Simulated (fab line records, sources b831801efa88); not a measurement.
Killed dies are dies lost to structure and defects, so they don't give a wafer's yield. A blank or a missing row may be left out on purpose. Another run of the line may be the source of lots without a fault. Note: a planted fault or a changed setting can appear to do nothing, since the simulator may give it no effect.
Comparing a struck lot with a sound one    flow sky130    22 steps out of a route of 708
Sound: wafers L988.1, L988.3, L988.6. Struck: wafers L100.3, L100.5, L100.6. At the end, the cause is stated.
For every step that has rows: the tool of each side, followed by ch and its chambers, followed by its first start. Under that, the readings that differ: sound wafers    struck wafers    difference of the means    sigmas: that difference in standard deviations of wafers without a fault.
alike: a reading whose means differ by less than 2 such deviations, as well as words and numbers matching on both sides. not compared: withheld readings; readings where some wafer has no value; bounds like >300 that might hide an equal value; numbers whose values overlap and for which the record gives no deviation.
The two part at a step that has a row with sigmas, a row that says differs or no value, or rows on one side only. When numbers do not overlap yet have no deviation, they are printed without sigmas and do not part them. A reading that every wafer of one side lacks parts them only if that side has two wafers or more.

SKY_METAL4_ETCH_17: etches SiO2 in C4F8/O2/Ar, stops on TiN, time 3.9 s, target depth 15 nm.
  sound on rieDiel-01 ch 1,2,3, day 41 18:55; struck on rieDiel-03 ch 1,2, day 45 08:31
  alike: oesProductAu
  not compared: rfHoursCounterH
SKY_METAL4_METAL_ETCH_18: etches the open film in Cl2/BCl3, stops on SiO2, target depth 845 nm, time 183.1 s.
  sound on rieMetal-01 ch 0,1, day 41 18:56; struck on rieMetal-03 ch 0,1, day 45 08:36
  alike: drypumpMotorCurrentA, oesProductAu, throttleValvePct
  not compared: rfHoursCounterH
SKY_METAL4_STRIP_19: strips in O2/N2.
  sound on plasmaAsher-03 ch 1, day 41 19:06; struck on plasmaAsher-03 ch 0,1, day 45 08:45
  alike: drypumpMotorCurrentA, oesProductAu, stripTimeToEndpointS
  not compared: rfHoursCounterH
then, 4 steps without rows for these wafers: SKY_METAL4_STRIP_20 (strips in post etch residue remover, time 1200 s); SKY_METAL4_CLEAN_21 (cleans in IPA, time 180 s); SKY_METAL4_CLEAN_22 (cleans in O3/DIW); SKY_VIA4_HDPCVD_00 (deposits SiO2, target thk 1750 nm, time 291.7 s).
SKY_VIA4_THK_MEAS_01:
  sound on filmMetro-04 at day 41 19:58; struck on filmMetro-04 at day 45 09:36
reading               sound           struck          difference  sigmas
VIA4_HDPCVD_THK (nm)  1689 1705 1723  1753 1741 1738  +38         +2
SKY_VIA4_CMP_02: polishes SiO2.
  sound on cmp-02 ch 0,1, day 41 20:02; struck on cmp-02 ch 0,1,3, day 45 09:44
  alike: motorCurrentA, platenRpm
SKY_VIA4_BOW_MEAS_03:
  sound on filmMetro-03 at day 41 20:20; struck on filmMetro-04 at day 45 09:59
  alike: VIA4_BOW
then, 2 steps without rows for these wafers: SKY_VIA4_DEHYDRATE_04 (time 60 s); SKY_VIA4_HMDS_05 (prime time 60 s).
SKY_VIA4_COAT_06: resist thk 1140 nm.
  sound on lithoTrack-02 ch 0, day 42 08:19; struck on lithoTrack-03 ch 0, day 45 19:19
reading                                   sound           struck          difference  sigmas
model.NOVOLAK_of_VIA4_COAT_06.thkNm (nm)  1142 1144 1144  1035 1036 1034  -108        
then, 4 steps without rows for these wafers: SKY_VIA4_SOFTBAKE_07 (time 60 s); SKY_VIA4_EXPOSE_08 (exposes mask VIM4, target cd 800 nm); SKY_VIA4_PEB_09; SKY_VIA4_DEVELOP_10 (develop time 60 s).
SKY_VIA4_OVL_MEAS_11:
  sound on overlay-01 at day 42 19:25; struck on overlay-02 at day 46 06:32
  alike: VIA4_OVL
SKY_VIA4_ETCH_12: etches SiO2 in C4F8/O2/Ar, stops on TiN, target depth 580 nm.
  sound on rieDiel-03 ch 1,3, day 42 19:27; struck on rieDiel-02 ch 0,1, day 46 06:33
reading                                   sound              struck             difference  sigmas
model.NOVOLAK_of_VIA4_COAT_06.thkNm (nm)  1009 1011 1010     901.2 902.5 906.5  -106.6      
model.VIA4.cdNm (nm)                      804.3 802.8 802.8  815 816.3 815.4    +12         
  alike: oesProductAu
SKY_VIA4_STRIP_13: strips in O2/N2.
  sound on plasmaAsher-03 ch 0,1, day 42 19:31; struck on plasmaAsher-02 ch 0,1, day 46 06:40
reading                   sound                 struck                difference  sigmas
stripTimeToEndpointS (s)  12.775 12.780 12.794  11.591 11.588 11.653  -1.172      -39
  alike: drypumpMotorCurrentA, oesProductAu
  not compared: rfHoursCounterH
then, 2 steps without rows for these wafers: SKY_VIA4_STRIP_14 (strips in post etch residue remover, time 1200 s); SKY_PAD_OPEN_PROBE_99.

## WHERE THEY PART
First at SKY_VIA4_THK_MEAS_01; last, within this record, at SKY_VIA4_STRIP_13.

WHY: what the simulator had put in
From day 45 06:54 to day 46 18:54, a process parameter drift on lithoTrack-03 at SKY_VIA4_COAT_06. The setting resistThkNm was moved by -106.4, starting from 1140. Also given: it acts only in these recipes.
